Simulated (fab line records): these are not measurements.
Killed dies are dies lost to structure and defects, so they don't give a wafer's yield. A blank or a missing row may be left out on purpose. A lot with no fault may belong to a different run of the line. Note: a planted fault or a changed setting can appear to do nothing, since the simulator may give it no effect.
The tool behind it: which one? || flow gf180mcu || 14 lots, 42 wafers sampled, at 6 steps of a route of 602

== WHAT THE GAUGES READ, wafer by wafer ==
GF_NWELL_OVL_MEAS_07.
{"lot": "L536", "measured": "day 3 08:40", "on": "overlay-01", "NWELL_OVL (nm)": "1.1 0.3 0.3"}
{"lot": "L537", "measured": "day 3 13:28", "on": "overlay-02", "NWELL_OVL (nm)": "2.9 1.8 1.8"}
{"lot": "L540", "measured": "day 4 06:35", "on": "overlay-02", "NWELL_OVL (nm)": "-1.5 2.0 0.0"}
{"lot": "L541", "measured": "day 4 12:25", "on": "overlay-01", "NWELL_OVL (nm)": "1.5 1.0 0.8"}
{"lot": "L542", "measured": "day 4 17:58", "on": "overlay-02", "NWELL_OVL (nm)": "-0.6 -1.2 1.2"}
{"lot": "L544", "measured": "day 5 06:07", "on": "overlay-02", "NWELL_OVL (nm)": "1.2 0.3 2.3"}
{"lot": "L545", "measured": "day 5 09:41", "on": "overlay-02", "NWELL_OVL (nm)": "3.1 3.1 3.0"}
{"lot": "L549", "measured": "day 6 04:35", "on": "overlay-02", "NWELL_OVL (nm)": "1.9 3.0 0.7"}
{"lot": "L554", "measured": "day 7 13:34", "on": "overlay-02", "NWELL_OVL (nm)": "-0.2 -0.2 1.4"}
{"lot": "L555", "measured": "day 7 19:43", "on": "overlay-02", "NWELL_OVL (nm)": "-0.3 -1.0 1.0"}
{"lot": "L556", "measured": "day 7 23:09", "on": "overlay-01", "NWELL_OVL (nm)": "0.3 3.1 1.8"}
{"lot": "L557", "measured": "day 8 06:46", "on": "overlay-02", "NWELL_OVL (nm)": "-3.2 -2.1 -2.7"}
{"lot": "L558", "measured": "day 8 07:43", "on": "overlay-01", "NWELL_OVL (nm)": "0.6 -0.8 0.7"}
{"lot": "L559", "measured": "day 8 12:34", "on": "overlay-01", "NWELL_OVL (nm)": "-0.9 -0.7 0.9"}

GF_LVPWELL_OVL_MEAS_07.
{"lot": "L536", "measured": "day 3 22:25", "on": "overlay-02", "LVPWELL_OVL (nm)": "-1.3 0.7 1.0"}
{"lot": "L537", "measured": "day 4 02:44", "on": "overlay-01", "LVPWELL_OVL (nm)": "0.3 2.9 0.8"}
{"lot": "L540", "measured": "day 4 20:31", "on": "overlay-02", "LVPWELL_OVL (nm)": "-0.4 -2.0 -2.3"}
{"lot": "L541", "measured": "day 5 02:29", "on": "overlay-02", "LVPWELL_OVL (nm)": "-1.6 -1.0 -1.1"}
{"lot": "L542", "measured": "day 5 07:20", "on": "overlay-01", "LVPWELL_OVL (nm)": "-1.2 0.4 0.4"}
{"lot": "L544", "measured": "day 5 20:56", "on": "overlay-01", "LVPWELL_OVL (nm)": "-0.7 -1.4 -1.1"}
{"lot": "L545", "measured": "day 5 23:01", "on": "overlay-02", "LVPWELL_OVL (nm)": "-0.6 -1.4 -1.4"}
{"lot": "L549", "measured": "day 6 19:31", "on": "overlay-01", "LVPWELL_OVL (nm)": "-2.4 -1.8 -2.4"}
{"lot": "L554", "measured": "day 8 05:16", "on": "overlay-01", "LVPWELL_OVL (nm)": "1.2 1.0 0.3"}
{"lot": "L555", "measured": "day 8 12:10", "on": "overlay-02", "LVPWELL_OVL (nm)": "0.6 -0.1 -2.6"}
{"lot": "L556", "measured": "day 8 15:59", "on": "overlay-01", "LVPWELL_OVL (nm)": "0.8 1.7 -0.3"}
{"lot": "L557", "measured": "day 8 23:55", "on": "overlay-01", "LVPWELL_OVL (nm)": "-0.8 -1.2 -1.0"}
{"lot": "L558", "measured": "day 9 00:16", "on": "overlay-01", "LVPWELL_OVL (nm)": "-0.2 0.1 -1.3"}
{"lot": "L559", "measured": "day 9 05:40", "on": "overlay-02", "LVPWELL_OVL (nm)": "1.8 0.7 -0.3"}

GF_MVPSD_TW_MEAS_11.
{"lot": "L536", "measured": "day 5 02:02", "on": "film-metro-03", "MVPSD_TW": "555.4 555.9 557.2"}
{"lot": "L537", "measured": "day 5 07:03", "on": "film-metro-01", "MVPSD_TW": "559.9 555.3 556.5"}
{"lot": "L540", "measured": "day 6 01:58", "on": "film-metro-01", "MVPSD_TW": "552.3 559.7 555.0"}
{"lot": "L541", "measured": "day 6 06:40", "on": "film-metro-03", "MVPSD_TW": "557.5 555.4 556.6"}
{"lot": "L542", "measured": "day 6 13:31", "on": "film-metro-02", "MVPSD_TW": "562.2 561.1 560.8"}
{"lot": "L544", "measured": "day 7 03:26", "on": "film-metro-01", "MVPSD_TW": "522.9 528.6 526.4 525.9 523.9 526.6"}
{"lot": "L545", "measured": "day 7 06:51", "on": "film-metro-02", "MVPSD_TW": "530.7 530.9 532.2 530.3 532.6 530.8"}
{"lot": "L549", "measured": "day 8 04:10", "on": "film-metro-01", "MVPSD_TW": "560.6 559.9 559.2"}
{"lot": "L554", "measured": "day 9 16:16", "on": "film-metro-01", "MVPSD_TW": "560.2 558.5 560.3"}
{"lot": "L555", "measured": "day 9 23:35", "on": "film-metro-01", "MVPSD_TW": "555.8 556.9 559.7"}
{"lot": "L556", "measured": "day 10 04:08", "on": "film-metro-02", "MVPSD_TW": "559.5 560.2 560.6"}
{"lot": "L557", "measured": "day 10 11:29", "on": "film-metro-01", "MVPSD_TW": "556.0 555.5 558.5"}
{"lot": "L558", "measured": "day 10 11:52", "on": "film-metro-02", "MVPSD_TW": "555.4 554.9 558.3"}
{"lot": "L559", "measured": "day 10 17:18", "on": "film-metro-02", "MVPSD_TW": "560.1 557.5 559.1"}

GF_VT_IMPLANT_OVL_MEAS_18.
{"lot": "L536", "measured": "day 6 05:31", "on": "overlay-01", "VT_IMPLANT_01_OVL (nm)": "-0.4 0.6 1.7"}
{"lot": "L537", "measured": "day 6 11:50", "on": "overlay-02", "VT_IMPLANT_01_OVL (nm)": "1.8 -0.6 0.5"}
{"lot": "L540", "measured": "day 7 08:19", "on": "overlay-02", "VT_IMPLANT_01_OVL (nm)": "-0.6 1.2 0.7"}
{"lot": "L541", "measured": "day 7 13:19", "on": "overlay-02", "VT_IMPLANT_01_OVL (nm)": "-0.4 1.1 0.1"}
{"lot": "L542", "measured": "day 7 20:23", "on": "overlay-01", "VT_IMPLANT_01_OVL (nm)": "2.1 0.3 2.1"}
{"lot": "L544", "measured": "day 8 11:47", "on": "overlay-01", "VT_IMPLANT_01_OVL (nm)": "-1.3 -1.5 -0.1"}
{"lot": "L545", "measured": "day 8 15:16", "on": "overlay-01", "VT_IMPLANT_01_OVL (nm)": "-0.3 -0.2 0.8"}
{"lot": "L549", "measured": "day 9 14:14", "on": "overlay-02", "VT_IMPLANT_01_OVL (nm)": "-0.6 0.6 0.9"}
{"lot": "L554", "measured": "day 11 04:13", "on": "overlay-01", "VT_IMPLANT_01_OVL (nm)": "0.6 -2.1 1.0"}
{"lot": "L555", "measured": "day 11 11:43", "on": "overlay-02", "VT_IMPLANT_01_OVL (nm)": "2.4 0.1 1.5"}
{"lot": "L556", "measured": "day 11 15:46", "on": "overlay-01", "VT_IMPLANT_01_OVL (nm)": "-2.0 0.1 -0.2"}
{"lot": "L557", "measured": "day 12 00:56", "on": "overlay-01", "VT_IMPLANT_01_OVL (nm)": "-2.1 -1.1 -1.7"}
{"lot": "L558", "measured": "day 12 01:10", "on": "overlay-01", "VT_IMPLANT_01_OVL (nm)": "0.9 1.3 0.0"}
{"lot": "L559", "measured": "day 12 06:49", "on": "overlay-02", "VT_IMPLANT_01_OVL (nm)": "-1.9 -2.7 -1.0"}

GF_VT_IMPLANT_RS_MEAS_49: uses a four-point probe to measure.
{"lot": "L536", "measured": "day 7 13:38", "on": "film-metro-03", "MVPSD_RS (ohm/sq)": "1157.6 1152.1 1156.6"}
{"lot": "L537", "measured": "day 7 19:41", "on": "film-metro-03", "MVPSD_RS (ohm/sq)": "1151.2 1154.4 1154.8"}
{"lot": "L540", "measured": "day 8 17:43", "on": "film-metro-02", "MVPSD_RS (ohm/sq)": "1158.4 1157.1 1160.0"}
{"lot": "L541", "measured": "day 8 22:32", "on": "film-metro-02", "MVPSD_RS (ohm/sq)": "1154.6 1154.4 1151.6"}
{"lot": "L542", "measured": "day 9 06:38", "on": "film-metro-01", "MVPSD_RS (ohm/sq)": "1156.0 1156.6 1155.4"}
{"lot": "L544", "measured": "day 9 21:47", "on": "film-metro-03", "MVPSD_RS (ohm/sq)": "1521.3 1517.1 1514.7 1524.1 1516.5 1518.7"}
{"lot": "L545", "measured": "day 10 03:10", "on": "film-metro-03", "MVPSD_RS (ohm/sq)": "1514.0 1508.9 1504.7 1515.9 1511.4 1509.6"}
{"lot": "L549", "measured": "day 11 03:02", "on": "film-metro-01", "MVPSD_RS (ohm/sq)": "1157.2 1157.3 1157.7"}
{"lot": "L554", "measured": "day 12 19:43", "on": "film-metro-02", "MVPSD_RS (ohm/sq)": "1153.6 1156.8 1159.3"}
{"lot": "L555", "measured": "day 13 03:28", "on": "film-metro-02", "MVPSD_RS (ohm/sq)": "1155.1 1158.7 1157.0"}
{"lot": "L556", "measured": "day 13 08:02", "on": "film-metro-02", "MVPSD_RS (ohm/sq)": "1153.5 1151.8 1152.6"}
{"lot": "L557", "measured": "day 13 18:26", "on": "film-metro-02", "MVPSD_RS (ohm/sq)": "1154.5 1153.1 1155.0"}
{"lot": "L558", "measured": "day 13 18:34", "on": "film-metro-03", "MVPSD_RS (ohm/sq)": "1159.7 1156.9 1154.1"}
{"lot": "L559", "measured": "day 13 23:41", "on": "film-metro-02", "MVPSD_RS (ohm/sq)": "1152.2 1155.3 1155.5"}

== EACH LOT AND THE TOOL THAT RAN IT (in order: tool; ch and the chambers of the sampled wafers; start) ==
{"lot": "L536", "GF_MVPSD_IMPLANT_09": "implanter-02 ch 0, day 5 01:47"}
{"lot": "L537", "GF_MVPSD_IMPLANT_09": "implanter-03 ch 0, day 5 06:48"}
{"lot": "L540", "GF_MVPSD_IMPLANT_09": "implanter-02 ch 0, day 6 01:43"}
{"lot": "L541", "GF_MVPSD_IMPLANT_09": "implanter-03 ch 0, day 6 06:26"}
{"lot": "L542", "GF_MVPSD_IMPLANT_09": "implanter-02 ch 0, day 6 13:18"}
{"lot": "L544", "GF_MVPSD_IMPLANT_09": "implanter-02, day 7 03:11"}
{"lot": "L545", "GF_MVPSD_IMPLANT_09": "implanter-03, day 7 06:36"}
{"lot": "L549", "GF_MVPSD_IMPLANT_09": "implanter-04 ch 0, day 8 03:56"}
{"lot": "L554", "GF_MVPSD_IMPLANT_09": "implanter-02 ch 0, day 9 16:01"}
{"lot": "L555", "GF_MVPSD_IMPLANT_09": "implanter-03 ch 0, day 9 23:22"}
{"lot": "L556", "GF_MVPSD_IMPLANT_09": "implanter-03 ch 0, day 10 03:56"}
{"lot": "L557", "GF_MVPSD_IMPLANT_09": "implanter-03 ch 0, day 10 11:14"}
{"lot": "L558", "GF_MVPSD_IMPLANT_09": "implanter-04 ch 0, day 10 11:37"}
{"lot": "L559", "GF_MVPSD_IMPLANT_09": "implanter-02 ch 0, day 10 17:03"}
- GF_MVPSD_IMPLANT_09

== WHAT THE TOOLS THEMSELVES READ (means of the sampled wafers that have a number; where no wafer has one, the mark that the record gives instead) ==
GF_MVPSD_IMPLANT_09.
{"lot": "L536", "tool": "implanter-02", "beam-energy-keV": 39.999, "beam-on-s (s)": 9.66}
{"lot": "L537", "tool": "implanter-03", "beam-energy-keV": 40.011, "beam-on-s (s)": 10.03}
{"lot": "L540", "tool": "implanter-02", "beam-energy-keV": 40.004, "beam-on-s (s)": 10.01}
{"lot": "L541", "tool": "implanter-03", "beam-energy-keV": 40.007, "beam-on-s (s)": 9.98}
{"lot": "L542", "tool": "implanter-02", "beam-energy-keV": 40.005, "beam-on-s (s)": 10.13}
{"lot": "L544", "tool": "implanter-02", "beam-energy-keV": "-", "beam-on-s (s)": "-"}
{"lot": "L545", "tool": "implanter-03", "beam-energy-keV": "-", "beam-on-s (s)": "-"}
{"lot": "L549", "tool": "implanter-04", "beam-energy-keV": 40.010, "beam-on-s (s)": 10.08}
{"lot": "L554", "tool": "implanter-02", "beam-energy-keV": 40.000, "beam-on-s (s)": 10.03}
{"lot": "L555", "tool": "implanter-03", "beam-energy-keV": 40.011, "beam-on-s (s)": 10.28}
{"lot": "L556", "tool": "implanter-03", "beam-energy-keV": 39.990, "beam-on-s (s)": 9.90}
{"lot": "L557", "tool": "implanter-03", "beam-energy-keV": 39.995, "beam-on-s (s)": 10.18}
{"lot": "L558", "tool": "implanter-04", "beam-energy-keV": 40.017, "beam-on-s (s)": 9.93}
{"lot": "L559", "tool": "implanter-02", "beam-energy-keV": 39.995, "beam-on-s (s)": 9.96}

== THE ANSWER, worked out from the rows above alone ==
Rule: the lots themselves supply what counts as usual. Put in order of their means at a reading, lots are off if they are a third of the lots or fewer, leave a main group of 4 or more, and stand apart from it by a gap of 3 or more times the standard deviation of the main group's means; of several such gaps the widest counts. The tables above print the reading to a certain number of digits; a main group whose means all agree to those digits is not used. Also off: a lot with no number at a reading for which 4 or more lots have one. Where the step has rows for the other lots, those lots are counted as sound. Order of review: gauges by route order, followed by the tools' own readings, for which a lot's mean as printed above is used. The first step at which some lot is off is used, and at that step the reading that is off furthest; a lot without a number counts as furthest.
Off: L544, L545, seen at GF_MVPSD_TW_MEAS_11 (MVPSD_TW). Mean 558.0 and standard deviation 1.8 in the main group.
If a tool, at a process step before that reading, ran all the lots that are off and no sound lot after the first of them, it fits. Not tried: the gauges at GF_MVPSD_TW_MEAS_11; whatever is off there is also off at GF_VT_IMPLANT_RS_MEAS_49, on other tools, and gauge error can't account for it. Of those tried, none fits.

== WHAT WAS PUT IN BY THE SIMULATOR ==
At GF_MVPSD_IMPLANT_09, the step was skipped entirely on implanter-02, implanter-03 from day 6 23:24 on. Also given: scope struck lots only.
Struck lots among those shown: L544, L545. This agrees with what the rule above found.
